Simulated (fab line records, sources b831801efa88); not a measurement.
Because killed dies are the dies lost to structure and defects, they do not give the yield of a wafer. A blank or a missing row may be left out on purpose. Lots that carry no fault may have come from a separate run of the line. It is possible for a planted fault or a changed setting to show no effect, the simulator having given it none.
Check for tools in common	flow gf180mcu	Sampled: 14 lots, 42 wafers

## WHY THIS WAS OPENED
2 of 14 lots carry a flag on the reading PSD_TW at GF_PSD_TW_MEAS_11. No-fault wafers: 3150, standard deviation 38.
Rule: a lot is flagged when every wafer of it that has a number lies more than 4 standard deviations from that mean, or none has a number. All remaining lots are regarded as sound.

lot	measured	on	PSD_TW, wafer by wafer	flag
L259	day 14 05:26	film metro-04	3120 3132 3122	
L260	day 14 10:18	film metro-03	3186 3192 3193	
L262	day 15 05:00	film metro-01	3144 3155 3130	
L263	day 15 11:02	film metro-03	3178 3189 3191	
L264	day 16 00:13	film metro-04	3129 3128 3126	
L268	day 17 13:05	film metro-01	3116 3115 3119	
L273	day 19 04:47	film metro-01	29 29 29	FLAGGED
L274	day 19 10:15	film metro-03	30 30 30	FLAGGED
L276	day 20 07:36	film metro-01	3097 3091 3096	
L278	day 20 23:17	film metro-04	3130 3136 3134	
L279	day 21 11:19	film metro-01	3112 3123 3124	
L280	day 21 13:47	film metro-03	3204 3208 3180	
L281	day 21 20:41	film metro-01	3134 3129 3130	
L282	day 22 09:32	film metro-03	3189 3190 3197	
The mean of the flagged lots' numbers is 30, -3120 from the usual (-82 standard deviations).

## WHICH TOOL RAN EACH LOT
2 process steps preceding the reading are held in the record, out of 602 steps in the route. Cell contents, in order: the tool; ch with the chambers the sampled wafers went through; the start.
lot	flag	GF_NSD_STRIP_11	GF_PSD_STRIP_10
L259		plasma asher-04 ch 0,1, day 13 09:11	plasma asher-01 ch 0,1, day 14 05:19
L260		plasma asher-01 ch 0,1, day 13 13:25	plasma asher-02 ch 1, day 14 10:11
L262		plasma asher-01 ch 0,1, day 14 08:01	plasma asher-02 ch 0,1, day 15 04:54
L263		plasma asher-03 ch 1, day 14 13:22	plasma asher-03 ch 0,1, day 15 10:55
L264		plasma asher-04 ch 0,1, day 15 02:43	plasma asher-01 ch 0,1, day 16 00:07
L268		plasma asher-03 ch 0,1, day 16 13:34	plasma asher-01 ch 1, day 17 12:59
L273	FLAGGED	plasma asher-01 ch 0,1, day 18 04:35	plasma asher-01 ch 0, day 19 04:40
L274	FLAGGED	plasma asher-01 ch 0,1, day 18 10:16	plasma asher-01 ch 0,1, day 19 10:10
L276		plasma asher-03 ch 0,1, day 19 06:27	plasma asher-02 ch 1, day 20 07:30
L278		plasma asher-04 ch 0,1, day 19 22:50	plasma asher-03 ch 0,1, day 20 23:11
L279		plasma asher-01 ch 0,1, day 20 06:16	plasma asher-01 ch 0,1, day 21 11:13
L280		plasma asher-04 ch 0,1, day 20 13:31	plasma asher-02 ch 0,1, day 21 13:41
L281		plasma asher-04 ch 0,1, day 20 22:28	plasma asher-03 ch 0,1, day 21 20:35
L282		plasma asher-03 ch 0,1, day 21 11:06	plasma asher-01 ch 0,1, day 22 09:26
These steps, and what they do:
- GF_NSD_STRIP_11: strips in O2/N2.
- GF_PSD_STRIP_10: strips in O2/N2.
- GF_PSD_TW_MEAS_11

## FLAGGED OVER TOTAL, TOOL BY TOOL (the gauges that took the reading come last)
step	tool	lots run	flagged	share of the flagged lots	sound lots run after its first flagged lot
GF_NSD_STRIP_11	plasma asher-01	5	2	all	1 (L279)
GF_NSD_STRIP_11	plasma asher-03	4	0	none	-
GF_NSD_STRIP_11	plasma asher-04	5	0	none	-
GF_PSD_STRIP_10	plasma asher-01	7	2	all	2 (L279,L282)
GF_PSD_STRIP_10	plasma asher-02	4	0	none	-
GF_PSD_STRIP_10	plasma asher-03	3	0	none	-
GF_PSD_TW_MEAS_11	film metro-01	6	1	some	3 (L276,L279,L281)
GF_PSD_TW_MEAS_11	film metro-03	5	1	some	2 (L280,L282)
GF_PSD_TW_MEAS_11	film metro-04	3	0	none	-

## WHAT IS ALLOWED BY THE TABLE
2 rows of the table ran every flagged lot: plasma asher-01 at GF_NSD_STRIP_11, plasma asher-01 at GF_PSD_STRIP_10.
- plasma asher-01 at GF_NSD_STRIP_11 ran 5 lots, 2 of them flagged. Lots that were sound ran on it after the first flagged one (L279); a persistent fault on the entire tool would not allow that. On the flagged lots its readings are blank where sound lots have values: chamber pressure mTorr, drypump motor current A, heater power w, oes product au and 1 more.
- plasma asher-01 at GF_PSD_STRIP_10 ran 7 lots, 2 of them flagged. Lots that were sound ran on it after the first flagged one (L279, L282); a persistent fault on the entire tool would not allow that. Its own readings lie more than 4 standard deviations out on every wafer of the flagged lots: oes product au, strip time to endpoint s.
There is no row in the table that ran each flagged lot and no sound lot after the first.

## WHAT HAD BEEN PUT IN BY THE SIMULATOR
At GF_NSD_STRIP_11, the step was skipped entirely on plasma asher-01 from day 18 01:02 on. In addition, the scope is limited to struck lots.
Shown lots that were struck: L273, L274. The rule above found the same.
